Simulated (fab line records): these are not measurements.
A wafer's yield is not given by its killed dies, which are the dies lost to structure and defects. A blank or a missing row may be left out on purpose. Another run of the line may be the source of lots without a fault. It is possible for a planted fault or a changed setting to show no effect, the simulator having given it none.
Which of the tools did it? || flow sky130 || Sampling: 15 lots, 43 wafers, 5 of 708 route steps

== WHAT EACH GAUGE READ, for each wafer ==
SKY_SONOS_ONO_THK_MEAS_05.
{"lot": "L864", "measured": "day 11 07:49", "on": "film-metro-04", "SONOS_ONO_CVD_04_THK (nm)": "5.75 5.66 5.63"}
{"lot": "L865", "measured": "day 11 19:11", "on": "film-metro-04", "SONOS_ONO_CVD_04_THK (nm)": "5.83 5.73 5.72"}
{"lot": "L866", "measured": "day 12 01:06", "on": "film-metro-03", "SONOS_ONO_CVD_04_THK (nm)": "5.64 5.80 5.77"}
{"lot": "L867", "measured": "day 12 18:22", "on": "film-metro-04", "SONOS_ONO_CVD_04_THK (nm)": "5.88 5.65 5.83"}
{"lot": "L868", "measured": "day 12 22:39", "on": "film-metro-01", "SONOS_ONO_CVD_04_THK (nm)": "5.82 5.67 5.73"}
{"lot": "L870", "measured": "day 13 15:53", "on": "film-metro-01", "SONOS_ONO_CVD_04_THK (nm)": "5.80 5.81 5.82"}
{"lot": "L871", "measured": "day 13 22:16", "on": "film-metro-01", "SONOS_ONO_CVD_04_THK (nm)": "5.85 5.90 5.84"}
{"lot": "L876", "measured": "day 15 20:45", "on": "film-metro-04", "SONOS_ONO_CVD_04_THK (nm)": "5.92 5.79 5.66"}
{"lot": "L877", "measured": "day 15 21:58", "on": "film-metro-04", "SONOS_ONO_CVD_04_THK (nm)": "5.75 5.77"}
{"lot": "L878", "measured": "day 16 03:37", "on": "film-metro-04", "SONOS_ONO_CVD_04_THK (nm)": "5.96 5.98"}
{"lot": "L882", "measured": "day 17 08:56", "on": "film-metro-01", "SONOS_ONO_CVD_04_THK (nm)": "5.63 5.62 5.60"}
{"lot": "L883", "measured": "day 18 04:50", "on": "film-metro-03", "SONOS_ONO_CVD_04_THK (nm)": "6.07 5.97 5.94"}
{"lot": "L885", "measured": "day 18 19:18", "on": "film-metro-04", "SONOS_ONO_CVD_04_THK (nm)": "5.69 5.70 5.63"}
{"lot": "L886", "measured": "day 19 04:33", "on": "film-metro-04", "SONOS_ONO_CVD_04_THK (nm)": "5.70 5.67 5.60"}
{"lot": "L887", "measured": "day 19 04:33", "on": "film-metro-03", "SONOS_ONO_CVD_04_THK (nm)": "5.77 5.65 5.75"}

SKY_POLY_GATE_THK_MEAS_21.
{"lot": "L864", "measured": "day 16 00:37", "on": "film-metro-03", "POLY_GATE_OXIDATION_THK (nm)": "4.23 4.07 4.14"}
{"lot": "L865", "measured": "day 16 18:50", "on": "film-metro-03", "POLY_GATE_OXIDATION_THK (nm)": "4.00 4.04 3.95"}
{"lot": "L866", "measured": "day 16 20:16", "on": "film-metro-02", "POLY_GATE_OXIDATION_THK (nm)": "4.08 4.04 4.06"}
{"lot": "L867", "measured": "day 18 01:16", "on": "film-metro-03", "POLY_GATE_OXIDATION_THK (nm)": "3.87 3.95 3.86"}
{"lot": "L868", "measured": "day 18 09:18", "on": "film-metro-02", "POLY_GATE_OXIDATION_THK (nm)": "4.11 4.06 4.03"}
{"lot": "L870", "measured": "day 19 04:13", "on": "film-metro-02", "POLY_GATE_OXIDATION_THK (nm)": "3.97 3.93 3.96"}
{"lot": "L871", "measured": "day 19 04:13", "on": "film-metro-03", "POLY_GATE_OXIDATION_THK (nm)": "3.96 3.94 3.94"}
{"lot": "L876", "measured": "day 21 04:52", "on": "film-metro-02", "POLY_GATE_OXIDATION_THK (nm)": "4.07 4.03 4.04"}
{"lot": "L877", "measured": "day 21 08:05", "on": "film-metro-01", "POLY_GATE_OXIDATION_THK (nm)": "3.92 4.00"}
{"lot": "L878", "measured": "day 21 17:41", "on": "film-metro-02", "POLY_GATE_OXIDATION_THK (nm)": "3.84 3.87"}
{"lot": "L882", "measured": "day 22 22:56", "on": "film-metro-03", "POLY_GATE_OXIDATION_THK (nm)": "3.90 3.97 3.88"}
{"lot": "L883", "measured": "day 23 16:24", "on": "film-metro-02", "POLY_GATE_OXIDATION_THK (nm)": "3.87 3.85 3.86"}
{"lot": "L885", "measured": "day 24 07:20", "on": "film-metro-01", "POLY_GATE_OXIDATION_THK (nm)": "4.00 4.06 4.05"}
{"lot": "L886", "measured": "day 24 14:35", "on": "film-metro-02", "POLY_GATE_OXIDATION_THK (nm)": "3.81 3.77 3.89"}
{"lot": "L887", "measured": "day 24 17:08", "on": "film-metro-02", "POLY_GATE_OXIDATION_THK (nm)": "4.02 4.04 4.07"}

SKY_LDD_P_CD_MEAS_07: the cd target is 380 nm.
{"lot": "L864", "measured": "day 18 10:27", "on": "cd-sem-01", "cd-nm (nm)": "383.4 382.7 380.0"}
{"lot": "L865", "measured": "day 19 07:37", "on": "cd-sem-02", "cd-nm (nm)": "386.0 385.3 382.9"}
{"lot": "L866", "measured": "day 19 08:58", "on": "cd-sem-02", "cd-nm (nm)": "381.2 379.3 382.0"}
{"lot": "L867", "measured": "day 20 16:37", "on": "cd-sem-01", "cd-nm (nm)": "384.9 382.2 384.6"}
{"lot": "L868", "measured": "day 20 22:18", "on": "cd-sem-01", "cd-nm (nm)": "382.6 382.0 381.4"}
{"lot": "L870", "measured": "day 21 18:18", "on": "cd-sem-02", "cd-nm (nm)": "383.0 382.3 381.4"}
{"lot": "L871", "measured": "day 21 18:31", "on": "cd-sem-01", "cd-nm (nm)": "381.4 380.8 381.3"}
{"lot": "L876", "measured": "day 23 20:02", "on": "cd-sem-01", "cd-nm (nm)": "415.4 381.3 381.0 415.4 381.3 380.8"}
{"lot": "L877", "measured": "day 23 21:56", "on": "cd-sem-02", "cd-nm (nm)": "383.0 412.6 382.7 412.5"}
{"lot": "L878", "measured": "day 24 06:25", "on": "cd-sem-01", "cd-nm (nm)": "413.8 412.7 413.8 413.1"}
{"lot": "L882", "measured": "day 25 10:10", "on": "cd-sem-02", "cd-nm (nm)": "382.7 384.7 381.2"}
{"lot": "L883", "measured": "day 26 03:48", "on": "cd-sem-02", "cd-nm (nm)": "377.3 378.8 377.0"}
{"lot": "L885", "measured": "day 26 17:35", "on": "cd-sem-01", "cd-nm (nm)": "381.9 381.2 381.9"}
{"lot": "L886", "measured": "day 27 01:24", "on": "cd-sem-01", "cd-nm (nm)": "379.2 379.3 380.2"}
{"lot": "L887", "measured": "day 27 03:41", "on": "cd-sem-01", "cd-nm (nm)": "382.8 382.5 381.5"}

== TOOL THAT RAN EACH LOT (tool first, then ch and the chambers of the sampled wafers, then the start) ==
{"lot": "L864", "SKY_RES_PROTECT_STRIP_07": "plasma-asher-03 ch 0,1, day 14 16:25", "SKY_LDD_P_DEVELOP_06": "litho-track-04 ch 0, day 18 10:18"}
{"lot": "L865", "SKY_RES_PROTECT_STRIP_07": "plasma-asher-02 ch 0,1, day 15 11:27", "SKY_LDD_P_DEVELOP_06": "litho-track-02 ch 0, day 19 07:28"}
{"lot": "L866", "SKY_RES_PROTECT_STRIP_07": "plasma-asher-04 ch 0,1, day 15 11:45", "SKY_LDD_P_DEVELOP_06": "litho-track-02 ch 0, day 19 08:49"}
{"lot": "L867", "SKY_RES_PROTECT_STRIP_07": "plasma-asher-03 ch 0,1, day 16 15:44", "SKY_LDD_P_DEVELOP_06": "litho-track-03 ch 0, day 20 16:29"}
{"lot": "L868", "SKY_RES_PROTECT_STRIP_07": "plasma-asher-04 ch 0,1, day 16 23:25", "SKY_LDD_P_DEVELOP_06": "litho-track-03 ch 0, day 20 22:10"}
{"lot": "L870", "SKY_RES_PROTECT_STRIP_07": "plasma-asher-02 ch 0,1, day 17 13:52", "SKY_LDD_P_DEVELOP_06": "litho-track-03 ch 0, day 21 18:10"}
{"lot": "L871", "SKY_RES_PROTECT_STRIP_07": "plasma-asher-02 ch 0,1, day 17 14:10", "SKY_LDD_P_DEVELOP_06": "litho-track-04 ch 0, day 21 18:23"}
{"lot": "L876", "SKY_RES_PROTECT_STRIP_07": "plasma-asher-02 ch 0,1, day 19 18:26", "SKY_LDD_P_DEVELOP_06": "litho-track-03 ch 0, day 23 19:55"}
{"lot": "L877", "SKY_RES_PROTECT_STRIP_07": "plasma-asher-02 ch 0, day 19 20:01", "SKY_LDD_P_DEVELOP_06": "litho-track-03 ch 0, day 23 21:47"}
{"lot": "L878", "SKY_RES_PROTECT_STRIP_07": "plasma-asher-03 ch 0,1, day 20 07:13", "SKY_LDD_P_DEVELOP_06": "litho-track-03 ch 0, day 24 06:17"}
{"lot": "L882", "SKY_RES_PROTECT_STRIP_07": "plasma-asher-03 ch 0,1, day 21 13:04", "SKY_LDD_P_DEVELOP_06": "litho-track-04 ch 0, day 25 10:01"}
{"lot": "L883", "SKY_RES_PROTECT_STRIP_07": "plasma-asher-02 ch 0,1, day 22 06:26", "SKY_LDD_P_DEVELOP_06": "litho-track-04 ch 0, day 26 03:39"}
{"lot": "L885", "SKY_RES_PROTECT_STRIP_07": "plasma-asher-02 ch 0,1, day 22 21:10", "SKY_LDD_P_DEVELOP_06": "litho-track-04 ch 0, day 26 17:26"}
{"lot": "L886", "SKY_RES_PROTECT_STRIP_07": "plasma-asher-02 ch 0,1, day 23 05:33", "SKY_LDD_P_DEVELOP_06": "litho-track-03 ch 0, day 27 01:16"}
{"lot": "L887", "SKY_RES_PROTECT_STRIP_07": "plasma-asher-02 ch 0,1, day 23 07:39", "SKY_LDD_P_DEVELOP_06": "litho-track-02 ch 0, day 27 03:32"}
- SKY_RES_PROTECT_STRIP_07: strips in O2/N2.
- SKY_LDD_P_DEVELOP_06: develop time 60 s.

== WHAT THE TOOLS THEMSELVES READ (means of the sampled wafers that have a number; where no wafer has one, the mark that the record gives instead) ==
SKY_RES_PROTECT_STRIP_07.
{"lot": "L864", "tool": "plasma-asher-03", "drypump-motor-current-A (A)": 5.1, "oes-product-au (a.u.)": 0.518, "strip-time-to-endpoint-s (s)": 23.28}
{"lot": "L865", "tool": "plasma-asher-02", "drypump-motor-current-A (A)": 5.9, "oes-product-au (a.u.)": 0.522, "strip-time-to-endpoint-s (s)": 23.32}
{"lot": "L866", "tool": "plasma-asher-04", "drypump-motor-current-A (A)": 5.7, "oes-product-au (a.u.)": 0.513, "strip-time-to-endpoint-s (s)": 23.36}
{"lot": "L867", "tool": "plasma-asher-03", "drypump-motor-current-A (A)": 5.5, "oes-product-au (a.u.)": 0.517, "strip-time-to-endpoint-s (s)": 23.41}
{"lot": "L868", "tool": "plasma-asher-04", "drypump-motor-current-A (A)": 5.7, "oes-product-au (a.u.)": 0.525, "strip-time-to-endpoint-s (s)": 23.31}
{"lot": "L870", "tool": "plasma-asher-02", "drypump-motor-current-A (A)": 5.9, "oes-product-au (a.u.)": 0.515, "strip-time-to-endpoint-s (s)": 23.27}
{"lot": "L871", "tool": "plasma-asher-02", "drypump-motor-current-A (A)": 5.9, "oes-product-au (a.u.)": 0.521, "strip-time-to-endpoint-s (s)": 23.35}
{"lot": "L876", "tool": "plasma-asher-02", "drypump-motor-current-A (A)": 5.9, "oes-product-au (a.u.)": 0.514, "strip-time-to-endpoint-s (s)": 23.27}
{"lot": "L877", "tool": "plasma-asher-02", "drypump-motor-current-A (A)": 6.0, "oes-product-au (a.u.)": 0.518, "strip-time-to-endpoint-s (s)": 23.32}
{"lot": "L878", "tool": "plasma-asher-03", "drypump-motor-current-A (A)": 5.3, "oes-product-au (a.u.)": 0.517, "strip-time-to-endpoint-s (s)": 23.34}
{"lot": "L882", "tool": "plasma-asher-03", "drypump-motor-current-A (A)": 5.5, "oes-product-au (a.u.)": 0.518, "strip-time-to-endpoint-s (s)": 23.30}
{"lot": "L883", "tool": "plasma-asher-02", "drypump-motor-current-A (A)": 5.9, "oes-product-au (a.u.)": 0.513, "strip-time-to-endpoint-s (s)": 23.33}
{"lot": "L885", "tool": "plasma-asher-02", "drypump-motor-current-A (A)": 5.9, "oes-product-au (a.u.)": 0.515, "strip-time-to-endpoint-s (s)": 23.25}
{"lot": "L886", "tool": "plasma-asher-02", "drypump-motor-current-A (A)": 5.9, "oes-product-au (a.u.)": 0.516, "strip-time-to-endpoint-s (s)": 23.27}
{"lot": "L887", "tool": "plasma-asher-02", "drypump-motor-current-A (A)": 5.9, "oes-product-au (a.u.)": 0.516, "strip-time-to-endpoint-s (s)": 23.27}

== THE ANSWER, worked out from the rows above alone ==
Rule: the lots themselves supply what counts as usual. Put in order of their means at a reading, lots are off if they are a third of the lots or fewer, leave a main group of 4 or more, and stand apart from it by a gap of 3 or more times the standard deviation of the main group's means; of several such gaps the widest counts. The tables above print the reading to a certain number of digits; a main group whose means all agree to those digits is not used. Also off: a lot with no number at a reading for which 4 or more lots have one. Where the step has rows for the other lots, those lots are counted as sound. First the gauges in route order, then the tools' own readings, where a lot's mean is used as printed above. At the first step where some lot is off, the reading lying furthest off is the one used; lots without a number count as furthest.
Off at SKY_LDD_P_CD_MEAS_07 (cd-nm): L876, L877, L878. Main group: mean 381.7 nm, sd 1.8.
If a tool, at a process step before that reading, ran all the lots that are off and no sound lot after the first of them, it fits. Those tools and the gauges at SKY_LDD_P_CD_MEAS_07 are tried in the same way. Of those tried, none fits.

== WHAT THE SIMULATOR HAD INSERTED ==
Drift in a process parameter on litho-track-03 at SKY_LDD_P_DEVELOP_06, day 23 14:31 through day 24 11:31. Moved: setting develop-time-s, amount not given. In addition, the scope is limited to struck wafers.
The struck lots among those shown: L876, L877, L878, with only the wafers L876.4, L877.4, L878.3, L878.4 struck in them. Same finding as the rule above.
